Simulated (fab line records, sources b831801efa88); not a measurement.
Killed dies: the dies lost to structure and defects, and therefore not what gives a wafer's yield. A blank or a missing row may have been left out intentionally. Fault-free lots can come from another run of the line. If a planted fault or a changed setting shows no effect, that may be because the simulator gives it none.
The tool behind it: which one? :: flow gf180mcu :: 18 wafers from 6 lots sampled at 4 of the route's 602 steps

== WHAT THE GAUGES SHOWED, per wafer ==
GF_V4_THK_MEAS_03.
lot: L551
measured: day 23 21:04
on: film_metro-01
V4_CVD_02_THK (nm): 850 858 864

lot: L553
measured: day 24 13:10
on: film_metro-02
V4_CVD_02_THK (nm): 841 833 844

lot: L557
measured: day 25 22:23
on: film_metro-01
V4_CVD_02_THK (nm): 850 844 856

lot: L561
measured: day 27 07:18
on: film_metro-04
V4_CVD_02_THK (nm): 856 852 849

lot: L564
measured: day 28 01:29
on: film_metro-01
V4_CVD_02_THK (nm): 350 367 375

lot: L566
measured: day 28 18:16
on: film_metro-02
V4_CVD_02_THK (nm): 843 838 868

== WHAT TOOL EACH LOT RAN ON (gives the tool, then ch and the chambers of the sampled wafers, and finally the start) ==
lot: L551
GF_V3_CVD_23: cvd_w-01 ch 0,1, day 22 20:14
GF_V3_CMP_26: cmp-01 ch 1,2, day 22 20:31
GF_V4_CVD_02: pecvd-02 ch 0,1,2, day 23 21:01

lot: L553
GF_V3_CVD_23: cvd_w-01 ch 0,1, day 23 12:31
GF_V3_CMP_26: cmp-01 ch 1,2,3, day 23 12:49
GF_V4_CVD_02: pecvd-01 ch 0,1,2, day 24 13:07

lot: L557
GF_V3_CVD_23: cvd_w-01 ch 0,1, day 24 22:58
GF_V3_CMP_26: cmp-02 ch 0,1,3, day 24 23:33
GF_V4_CVD_02: pecvd-03 ch 1,2, day 25 22:19

lot: L561
GF_V3_CVD_23: cvd_w-02 ch 0,1, day 26 09:04
GF_V3_CMP_26: cmp-01 ch 1,3, day 26 09:22
GF_V4_CVD_02: pecvd-03 ch 0,1, day 27 07:14

lot: L564
GF_V3_CVD_23: cvd_w-01 ch 0,1, day 27 03:18
GF_V3_CMP_26: cmp-01 ch 0,1, day 27 03:35
GF_V4_CVD_02: pecvd-01 ch 0,1, day 28 01:24

lot: L566
GF_V3_CVD_23: cvd_w-01 ch 0,1, day 27 20:58
GF_V3_CMP_26: cmp-02 ch 0,1, day 27 21:16
GF_V4_CVD_02: pecvd-03 ch 0,1,2, day 28 18:12
- GF_V3_CVD_23: deposits W, target thk 350 nm, time 104.9 s.
- GF_V3_CMP_26: polishes, stops on SiO2, t overpolish 15 s, target thk 0 nm.
- GF_V4_CVD_02: deposits SiO2 from TEOS, target thk 850 nm, time 94.851 s.

== THE ANSWER, worked out from the rows above alone ==
Rule: what is usual is taken from the lots themselves. Put in order of their means at a reading, lots are off if they are a third of the lots or fewer, leave a main group of 4 or more, and stand apart from it by a gap of 3 or more times the standard deviation of the main group's means; of several such gaps the widest counts. If all means in a main group match to the digits the tables above print for the reading, that group is not used. A lot without any number at a reading at which 4 lots or more have one is off too. Any other lot the step has rows for is counted as sound.
Off: L564, at GF_V4_THK_MEAS_03 (V4_CVD_02_THK). Mean 850 nm and standard deviation 5.9 in the main group.
A tool fits if, at a process step before that reading, it ran every lot that is off, and no sound lot after the first of them. Those tools and the gauges at GF_V4_THK_MEAS_03 are tried in the same way. Can't be told from this: 3 tools fit, cmp-01 at GF_V3_CMP_26, pecvd-01 at GF_V4_CVD_02, film_metro-01 at GF_V4_THK_MEAS_03.

== WHAT THE SIMULATOR PUT IN ==
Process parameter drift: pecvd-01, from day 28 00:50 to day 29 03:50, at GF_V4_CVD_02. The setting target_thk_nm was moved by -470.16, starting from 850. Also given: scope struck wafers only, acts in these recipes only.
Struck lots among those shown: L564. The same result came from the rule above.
